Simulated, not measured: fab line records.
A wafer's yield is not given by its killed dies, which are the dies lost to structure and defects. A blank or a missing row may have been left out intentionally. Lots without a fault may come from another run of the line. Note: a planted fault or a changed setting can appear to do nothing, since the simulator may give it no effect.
Comparing a struck lot with a sound one || flow sky130 || 18 steps out of a route of 708
Sound: these wafers, L127.1, L127.3, L127.6. Wafers struck: L141.4, L141.5, L141.6. Last of all comes the cause.
For every step that has rows: the tool of each side, followed by ch and its chambers, followed by its first start. Under that, the readings that differ: sound wafers || struck wafers || difference of the means || sigmas: that difference in standard deviations of wafers without a fault.
alike: readings whose means differ by less than 2 such deviations, and words and numbers that are the same on both sides. not compared: withheld readings, readings that some wafer has no value for, bounds like >300 that may hide the same value, and numbers for which the record gives no deviation and whose values overlap.
A row with sigmas, a row that says differs or no value, or rows on one side alone: a step with any of these is where the two part. Numbers that have no deviation but don't overlap get no sigmas and don't part them. A reading missing from all wafers of one side parts the sides only when that side holds two or more wafers.

SKY_CONTACT_CMP_04: polishes SiO2.
  sound on cmp-02 ch 0,1, day 32 03:55; struck on cmp-01 ch 0,3, day 37 02:54
  alike: edge zone pressure frac, motor current A, time to endpoint s
SKY_CONTACT_BOW_MEAS_05:
  sound on film metro-03, day 32 04:13; struck on film metro-01, day 37 03:16
  alike: CONTACT_BOW
then, 8 steps without rows for these wafers: SKY_CONTACT_DEHYDRATE_06 (time 60 s); SKY_CONTACT_HMDS_07 (prime time 60 s); SKY_CONTACT_COAT_08 (resist thk 60 nm); SKY_CONTACT_COAT_09 (resist thk 450 nm); SKY_CONTACT_SOFTBAKE_10 (time 90 s); SKY_CONTACT_EXPOSE_11 (exposes mask CTM1, target cd 170 nm); SKY_CONTACT_PEB_12; SKY_CONTACT_DEVELOP_13 (develop time 60 s).
SKY_CONTACT_CD_MEAS_14 targets a cd of 170 nm.
  sound on cd sem-02, day 33 06:30; struck on cd sem-01, day 38 02:52
  alike: cd nm
SKY_CONTACT_OVL_MEAS_15:
  sound on overlay-02, day 33 06:37; struck on overlay-02, day 38 02:56
  alike: CONTACT_OVL
SKY_CONTACT_ETCH_16: etches BARC in N2/H2, stops on SiO2, time 45.9 s, target depth 60 nm.
  sound on rie diel-04 ch 0,1, day 33 06:40; struck on rie diel-04 ch 0,1, day 38 02:58
  no value came back on the struck wafers for any of 7 readings (bias w (W), chamber pressure mTorr (mTorr) and others); on the sound wafers bias w (W) reads 100.06 100.32 100.13
{"reading": "model.KrF-thick_of_CONTACT_COAT_09.thk nm (nm)", "sound": "396.9 394.6 395.9", "struck": "435.4 435.2 435.9", "difference": "+39.7", "sigmas": ""}
  not compared: rf hours counter h
SKY_CONTACT_ETCH_17: etches SiO2 in C4F8/O2/Ar, stops on Si3N4, target depth 340 nm.
  sound on rie diel-04 ch 0,1, day 33 06:42; struck on rie diel-04 ch 0,1, day 38 03:00
{"reading": "oes product au (a.u.)", "sound": "0.894 0.897 0.892", "struck": "0.384 0.375 0.365", "difference": -0.520, "sigmas": "-99 or more"}
  alike: bias w, chamber pressure mTorr, rf fwd power W
SKY_CONTACT_ETCH_18: etches Si3N4 in CHF3/O2, stops on TiN, time 39 s, target depth 75 nm.
  sound on rie diel-04 ch 0,1; struck on rie diel-04 ch 0,1
{"reading": "oes product au (a.u.)", "sound": "0.852 0.848 0.841", "struck": "0.371 0.375 0.380", "difference": -0.472, "sigmas": -56}
{"reading": "throttle valve pct (%)", "sound": "8.795 8.789 8.782", "struck": "8.670 8.666 8.676", "difference": -0.118, "sigmas": -14}
{"reading": "model.KrF-thick_of_CONTACT_COAT_09.thk nm (nm)", "sound": "250.6 243 249.7", "struck": "290.9 289.4 284.6", "difference": "+40.5", "sigmas": ""}
  alike: O2_flow_sccm, bias w, drypump motor current A, rf fwd power W
  not compared: rf hours counter h
SKY_CONTACT_STRIP_19: strips in O2/N2.
  sound on plasma asher-03 ch 0,1, day 33 06:47; struck on plasma asher-02 ch 0,1, day 38 03:07
{"reading": "oes product au (a.u.)", "sound": "0.384 0.373 0.389", "struck": "0.399 0.402 0.400", "difference": "+0.018", "sigmas": "+4"}
{"reading": "strip time to endpoint s (s)", "sound": "3.71 3.62 3.68", "struck": "4.14 4.09 4.07", "difference": "+0.43", "sigmas": "+9"}
  alike: drypump motor current A, n2 flow sccm
  not compared: rf hours counter h
then, 1 step without rows for these wafers: SKY_CONTACT_STRIP_20 (strips in post etch residue remover, time 1200 s).
-- the record jumps here: 12 days lie between the struck wafers' starts before and after (it left off in module CONTACT and takes up again in module PAD_OPEN, whose first step shown is number 708 of the route) --
SKY_PAD_OPEN_PROBE_99:
  sound on prober-01, day 46 16:55; struck on prober-02, day 50 06:22
{"reading": "killed_at_M0_to_M3", "sound": "38 50 31", "struck": "223 229 218", "difference": "+184", "sigmas": "+29"}
{"reading": "killed_at_M4_up", "sound": "4 3 4", "struck": "55 73 80", "difference": "+66", "sigmas": "+35"}
{"reading": "killed at contacts", "sound": "25 22 19", "struck": "132 115 122", "difference": "+101", "sigmas": "+17"}
{"reading": "killed at other", "sound": "0 0 1", "struck": "64 65 60", "difference": "+63", "sigmas": "+99 or more"}
{"reading": "killed dies", "sound": "84 91 78", "struck": "492 492 492", "difference": "+408", "sigmas": "+44"}
{"reading": "killed on rim", "sound": "15 16 19", "struck": "96 96 96", "difference": "+79", "sigmas": "+24"}
  alike: killed at front end, killed open, killed short

WHERE THEY PART
Earliest at SKY_CONTACT_ETCH_16; latest, in this record, at SKY_PAD_OPEN_PROBE_99.

WHY: what the simulator had put in
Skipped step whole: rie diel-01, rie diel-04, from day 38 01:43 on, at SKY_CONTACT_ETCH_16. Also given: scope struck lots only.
